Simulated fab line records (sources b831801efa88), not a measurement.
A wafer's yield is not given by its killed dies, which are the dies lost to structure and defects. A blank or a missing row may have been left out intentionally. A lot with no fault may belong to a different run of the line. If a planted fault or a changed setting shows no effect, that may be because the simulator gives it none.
Shared-tool check ; flow sky130 ; 12 lots and 36 wafers in the sample

== WHAT PROMPTED THE OPENING ==
3 of 12 lots carry a flag on the reading GATE_OXIDE_TW at SKY_GATE_OXIDE_TW_MEAS_14. Fault-free wafers read 222.5, with a standard deviation of 2.3.
Rule: a lot gets a flag if all its wafers with a number sit over 4 standard deviations from that mean, or if no wafer of it has a number. All remaining lots are regarded as sound.

lot;measured;on;GATE_OXIDE_TW, wafer by wafer;flag
L633;day 14 03:26;film-metro-03;221.0 221.7 218.9;
L637;day 15 17:42;film-metro-03;355.2 355.8 359.0;FLAGGED
L639;day 16 14:31;film-metro-04;361.6 357.9 358.6;FLAGGED
L640;day 16 22:29;film-metro-01;366.4 363.6 364.4;FLAGGED
L643;day 17 21:05;film-metro-01;222.4 222.7 222.8;
L647;day 19 03:05;film-metro-03;218.9 218.6 219.0;
L648;day 19 11:35;film-metro-01;225.1 224.8 225.1;
L649;day 19 17:38;film-metro-01;225.1 224.0 223.3;
L651;day 20 18:32;film-metro-04;220.7 221.1 221.1;
L652;day 20 21:53;film-metro-04;220.1 220.1 220.7;
L653;day 21 11:41;film-metro-03;220.6 219.8 219.5;
L655;day 22 01:02;film-metro-01;223.8 225.2 223.8;
The numbers of the flagged lots are 360.3 on average: +137.8 against the usual, or +60 standard deviations.

== LOT BY LOT: THE TOOL USED ==
The record holds 2 process steps before the reading, out of a route of 708 steps. Every cell lists first the tool, next ch and the chambers used by the sampled wafers, and last the start.
lot;flag;SKY_FIELD_ISO_ETCH_17;SKY_GATE_OXIDE_IMPLANT_11
L633;;rie-si-02 ch 2,3, day 2 10:27;implanter-02 ch 0, day 14 03:07
L637;FLAGGED;rie-si-02 ch 0,2, day 3 09:10;implanter-02 ch 0, day 15 17:23
L639;FLAGGED;rie-si-01 ch 0,1,3, day 3 20:25;implanter-02 ch 0, day 16 14:11
L640;FLAGGED;rie-si-02 ch 0,1,3, day 3 23:48;implanter-02 ch 0, day 16 22:08
L643;;rie-si-01 ch 0,1,3, day 4 14:52;implanter-03 ch 0, day 17 20:46
L647;;rie-si-01 ch 0,2,3, day 5 11:28;implanter-02 ch 0, day 19 02:44
L648;;rie-si-02 ch 0,1,2, day 5 15:15;implanter-02 ch 0, day 19 11:16
L649;;rie-si-02 ch 1,2,3, day 5 20:19;implanter-01 ch 0, day 19 17:17
L651;;rie-si-01 ch 0,2,3, day 6 08:52;implanter-02 ch 0, day 20 18:11
L652;;rie-si-01 ch 0,1, day 6 14:00;implanter-02 ch 0, day 20 21:34
L653;;rie-si-02 ch 2,3, day 6 19:12;implanter-02 ch 0, day 21 11:20
L655;;rie-si-02 ch 1,2, day 7 06:28;implanter-02 ch 0, day 22 00:41
What is done by these steps:
- SKY_FIELD_ISO_ETCH_17: etches Si in HBr/Cl2/O2, target depth 342 nm, time 97.7 s.
- SKY_GATE_OXIDE_IMPLANT_11
- SKY_GATE_OXIDE_TW_MEAS_14

== FLAGGED AGAINST TOTAL, ONE TOOL AT A TIME (gauges that did the reading follow at the end) ==
step;tool;lots run;flagged;share of the flagged lots;sound lots run after its first flagged lot
SKY_FIELD_ISO_ETCH_17;rie-si-01;5;1;some;4 (L643,L647,L651,L652)
SKY_FIELD_ISO_ETCH_17;rie-si-02;7;2;some;4 (L648,L649,L653,L655)
SKY_GATE_OXIDE_IMPLANT_11;implanter-01;1;0;none;-
SKY_GATE_OXIDE_IMPLANT_11;implanter-02;10;3;all;6 (L647,L648,L651,L652,L653,L655)
SKY_GATE_OXIDE_IMPLANT_11;implanter-03;1;0;none;-
SKY_GATE_OXIDE_TW_MEAS_14;film-metro-01;5;1;some;4 (L643,L648,L649,L655)
SKY_GATE_OXIDE_TW_MEAS_14;film-metro-03;4;1;some;2 (L647,L653)
SKY_GATE_OXIDE_TW_MEAS_14;film-metro-04;3;1;some;2 (L651,L652)

== THE TABLE: WHAT IT ALLOWS ==
In the table, 1 row covers all flagged lots: implanter-02 at SKY_GATE_OXIDE_IMPLANT_11.
- implanter-02 at SKY_GATE_OXIDE_IMPLANT_11 ran 10 lots, 3 of them flagged. After the first flagged lot (L647, L648, L651, L652, L653, L655), sound lots still ran on it; a lasting fault on the whole tool would not permit that. Its own readings lie more than 4 standard deviations out on every wafer of the flagged lots: dose-ions-cm2, faraday-current-uA.
None of the table's rows ran every flagged lot and, after the first, no sound lot.

== WHAT THE SIMULATOR PUT IN ==
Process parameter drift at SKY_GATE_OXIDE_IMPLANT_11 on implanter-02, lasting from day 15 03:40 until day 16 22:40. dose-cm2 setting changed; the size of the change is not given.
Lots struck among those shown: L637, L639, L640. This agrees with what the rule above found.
